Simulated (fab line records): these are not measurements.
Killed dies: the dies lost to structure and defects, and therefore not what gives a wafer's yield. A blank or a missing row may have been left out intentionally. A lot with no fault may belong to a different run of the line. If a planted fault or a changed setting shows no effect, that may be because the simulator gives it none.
Code-filled problem report in 8D (eight disciplines) form / flow gf180mcu / the parts of the form that need people (team, actions taken, sign-off) are left out

## 1. WHAT IS WRONG
Wafers free of any fault read 651 nm (standard deviation 8.7) for STI_CVD_23_THK at GF_STI_THK_MEAS_24, against a mean of 605 nm on 3 wafers of 2 lots. Relative to the usual mean, that is a shift of -5.2 standard deviations.
First observed at day 3 15:01: wafer L715.6, on filmMetro-04. The record holds 42 wafers of 14 lots with a number at this step. By rule, "out" or "out of limits" means more than 4 standard deviations away from the usual mean. Any other wafer with a number is counted as sound.

## 2. WHAT IT IS; WHAT IT IS NOT
question=which readings at this step | is=STI_CVD_23_THK | is not=-
question=which lots | is=L715, L719 | is not=L708, L709, L710, L711, L720, L722, L724, L726, L728, L729, L730, L731
question=which wafers of those lots | is=L715.6, L719.1, L719.4 | is not=L715.1, L715.2, L719.3
question=read on which gauges | is=filmMetro-04 | is not=filmMetro-02, filmMetro-03
question=when | is=from day 3 15:01 | is not=up to then (14 sound wafers); but 25 sound wafers of L719, L720, L722, L724, L726, L728, L729, L730, L731 came after

## 3. THE SUSPECTS, EACH WITH WHAT RULES IT OUT
Counting: any tool at a process step up to the reading remains a suspect provided it ran every lot that is out. Sound lots after the first of them don't rule it out here, since some wafers of a struck lot are sound.
- the gauge at GF_STI_THK_MEAS_24: kept. All the wafers that are out were read on filmMetro-04, and no step on other tools shows them out.
- hdpcvd-02 at GF_STI_CVD_23 (deposits SiO2, target thk 650 nm, time 108.3 s): kept. Every lot that is out went through it, the first being L715 (day 3 14:56); the last sound lot it ran before that was L711 (day 2 19:08).
Remaining after the count are hdpcvd-02 at GF_STI_CVD_23 and filmMetro-04 at GF_STI_THK_MEAS_24.

## 4. THE CAUSE (what the simulator had put in)
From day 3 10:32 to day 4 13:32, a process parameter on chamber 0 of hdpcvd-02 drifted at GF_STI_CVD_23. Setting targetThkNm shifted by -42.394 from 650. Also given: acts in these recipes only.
Of the 2 suspects that counting leaves, this tool is one.

## 5. THE EFFECT CHAIN, in route order
One row per reading whose mean, taken over the struck wafers that have a number, lies over 3 standard deviations from the usual. Only readings whose record carries a usual standard deviation are examined. hours: median over the lots of the time between each lot's start at the first step of this table that gives one and its start at this step. sigmas: the change, counted in usual standard deviations.
hours=0; step=GF_STI_THK_MEAS_24; reading=STI_CVD_23_THK; usual=651 nm; on struck wafers=605; change=-46; sigmas=-5.2
Later measuring or inspecting steps at which every struck wafer that the step has a row for has a number for every such reading, and none has moved that far: GF_V3_BOW_MEAS_05.

## 6. HOW IT WOULD HAVE BEEN CAUGHT EARLIER
The first out-of-limits reading at a measuring or inspecting step in this record came at day 3 15:01, 4 hours after the fault's start at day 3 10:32.
Lots out: 2; of these, L719 started GF_STI_CVD_23 on hdpcvd-02 after day 3 15:01. Had the tool been put on hold then, it would have been spared.
